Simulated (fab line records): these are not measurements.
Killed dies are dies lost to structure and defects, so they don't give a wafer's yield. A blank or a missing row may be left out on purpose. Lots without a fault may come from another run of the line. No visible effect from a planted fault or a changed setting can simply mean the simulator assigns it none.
Which tool was responsible?    flow gf180mcu    36 wafers from 12 lots sampled at 5 of the route's 602 steps

WHAT THE GAUGES READ, wafer by wafer
GF_V3_THK_MEAS_01. Usual: V3_CVD_00_THK gives 598 nm (standard deviation 8.2).
lot   measured      on             V3_CVD_00_THK (nm)  flag
L948  day 21 08:56  film_metro-04  603 604 614         
L949  day 22 22:14  film_metro-02  594 584 598         
L952  day 23 03:56  film_metro-02  605 604 595         
L951  day 23 04:32  film_metro-04  601 599 593         
L953  day 23 12:52  film_metro-02  600 604 619         
L954  day 24 01:56  film_metro-01  602 601 595         
L955  day 24 07:32  film_metro-01  592 597 606         
L961  day 26 13:38  film_metro-04  591 592 602         
L963  day 27 01:31  film_metro-02  608 593 606         
L966  day 27 19:28  film_metro-01  599 593 596         
L967  day 28 02:08  film_metro-04  586 592 590         
L969  day 28 14:25  film_metro-02  599 607 610         

GF_V3_RS_MEAS_24: uses a four-point probe to measure. Usual: V3_W_RS gives 0.328 ohm/sq (standard deviation 0.004).
lot   measured      on             V3_W_RS (ohm/sq)   flag
L948  day 22 09:59  film_metro-01  0.322 0.326 0.325  
L949  day 23 22:41  film_metro-04  0.325 0.324 0.329  
L952  day 24 03:32  film_metro-04  0.321 0.324 0.334  
L951  day 24 04:37  film_metro-04  0.325 0.331 0.325  
L953  day 24 12:23  film_metro-01  0.337 0.335 0.325  
L954  day 25 01:15  film_metro-01  0.329 0.316 0.317  
L955  day 25 06:05  film_metro-02  0.327 0.315 0.322  
L961  day 27 10:47  film_metro-01  0.326 0.334 0.324  
L963  day 27 23:07  film_metro-02  0.327 0.328 0.332  
L966  day 28 16:59  film_metro-04  0.338 0.324 0.334  
L967  day 28 23:49  film_metro-01  0.322 0.326 0.323  
L969  day 29 10:40  film_metro-04  0.328 0.331 0.335  

GF_V3_THK_MEAS_25: measures by xrf. Usual: V3_W_THK gives 354 nm (standard deviation 5).
lot   measured      on             V3_W_THK (nm)  flag
L948  day 22 10:05  film_metro-01  362 355 358    
L949  day 23 22:47  film_metro-04  361 362 355    
L952  day 24 03:40  film_metro-04  361 360 348    
L951  day 24 04:44  film_metro-04  359 351 358    
L953  day 24 12:31  film_metro-01  345 348 360    
L954  day 25 01:21  film_metro-01  356 370 370    
L955  day 25 06:13  film_metro-02  359 369 365    
L961  day 27 10:54  film_metro-01  360 349 359    
L963  day 27 23:14  film_metro-02  354 351 346    
L966  day 28 17:04  film_metro-04  343 356 349    
L967  day 28 23:55  film_metro-01  362 360 360    
L969  day 29 10:47  film_metro-04  353 348 344    

TOOL THAT RAN EACH LOT (tool first, then ch and the chambers of the sampled wafers, then the start)
lot   GF_M3_SPUTTER_02              GF_V3_CVD_23
L948  pvd_sputter-03, day 20 08:31  cvd_w-02 ch 0,1, day 22 09:51
L949  pvd_sputter-03, day 21 21:58  cvd_w-01 ch 0,1, day 23 22:32
L952  pvd_sputter-03, day 22 04:49  cvd_w-02 ch 0,1, day 24 03:25
L951  pvd_sputter-04, day 22 05:02  cvd_w-01 ch 0,1, day 24 04:29
L953  pvd_sputter-01, day 22 13:07  cvd_w-02 ch 0,1, day 24 12:17
L954  pvd_sputter-03, day 23 02:20  cvd_w-02 ch 0,1, day 25 01:08
L955  pvd_sputter-01, day 23 08:12  cvd_w-02 ch 0,1, day 25 05:59
L961  pvd_sputter-01, day 25 15:43  cvd_w-01 ch 0,1, day 27 10:40
L963  pvd_sputter-04, day 26 04:14  cvd_w-01 ch 0,1, day 27 23:00
L966  pvd_sputter-03, day 26 22:26  cvd_w-02 ch 0,1, day 28 16:51
L967  pvd_sputter-04, day 27 06:02  cvd_w-02 ch 1, day 28 23:36
L969  pvd_sputter-03, day 27 17:22  cvd_w-02 ch 0,1, day 29 10:32
- GF_M3_SPUTTER_02: material AlCu, target thk 450 nm, time 23.9 s.
- GF_V3_CVD_23: deposits W, target thk 350 nm, time 104.9 s.

AS READ BY THE TOOLS THEMSELVES (means over the sampled wafers that have a number; for cases with no such wafer, the mark the record gives instead)
GF_M3_SPUTTER_02. Usual: throttle_valve_pct 30.2 %, standard deviation 0.61.
lot   tool            throttle_valve_pct (%)  flag
L948  pvd_sputter-03  30.6                    
L949  pvd_sputter-03  30.6                    
L952  pvd_sputter-03  30.8                    
L951  pvd_sputter-04  29.5                    
L953  pvd_sputter-01  29.7                    
L954  pvd_sputter-03  30.5                    
L955  pvd_sputter-01  29.8                    
L961  pvd_sputter-01  29.8                    
L963  pvd_sputter-04  29.8                    
L966  pvd_sputter-03  31.0                    
L967  pvd_sputter-04  29.9                    
L969  pvd_sputter-03  30.4                    

GF_V3_CVD_23. Usual: chamber_pressure_Torr 40.00 Torr, standard deviation 0.088; heater_power_w 799 W, standard deviation 32.
lot   tool      chamber_pressure_Torr (Torr)  heater_power_w (W)  flag
L948  cvd_w-02  39.94                         807                 
L949  cvd_w-01  40.01                         777                 
L952  cvd_w-02  40.03                         817                 
L951  cvd_w-01  40.10                         776                 
L953  cvd_w-02  40.00                         799                 
L954  cvd_w-02  43.51                         799                 OFF
L955  cvd_w-02  41.74                         811                 OFF
L961  cvd_w-01  40.04                         797                 
L963  cvd_w-01  39.94                         789                 
L966  cvd_w-02  39.98                         799                 
L967  cvd_w-02  40.02                         851                 
L969  cvd_w-02  40.03                         805                 

THE ANSWER, worked out from the rows above alone
Rule: a lot counts as off when the mean over its wafers that have a number is more than 3 standard deviations away from the usual mean. A lot without any number at a reading at which 4 lots or more have one is off too. Any other lot the step has rows for is counted as sound. The gauges are gone through in route order, then the tools' own readings, and for those a lot's mean is taken as printed above. At the first step where some lot is off, the reading lying furthest off is the one used; lots without a number count as furthest.
Off: L954, L955 (GF_V3_CVD_23, chamber_pressure_Torr).
A tool fits if, at that step or a process step before it, it ran every lot that is off, and no sound lot after the first of them. No candidate that was tried fits.

WHAT HAD BEEN PUT IN BY THE SIMULATOR
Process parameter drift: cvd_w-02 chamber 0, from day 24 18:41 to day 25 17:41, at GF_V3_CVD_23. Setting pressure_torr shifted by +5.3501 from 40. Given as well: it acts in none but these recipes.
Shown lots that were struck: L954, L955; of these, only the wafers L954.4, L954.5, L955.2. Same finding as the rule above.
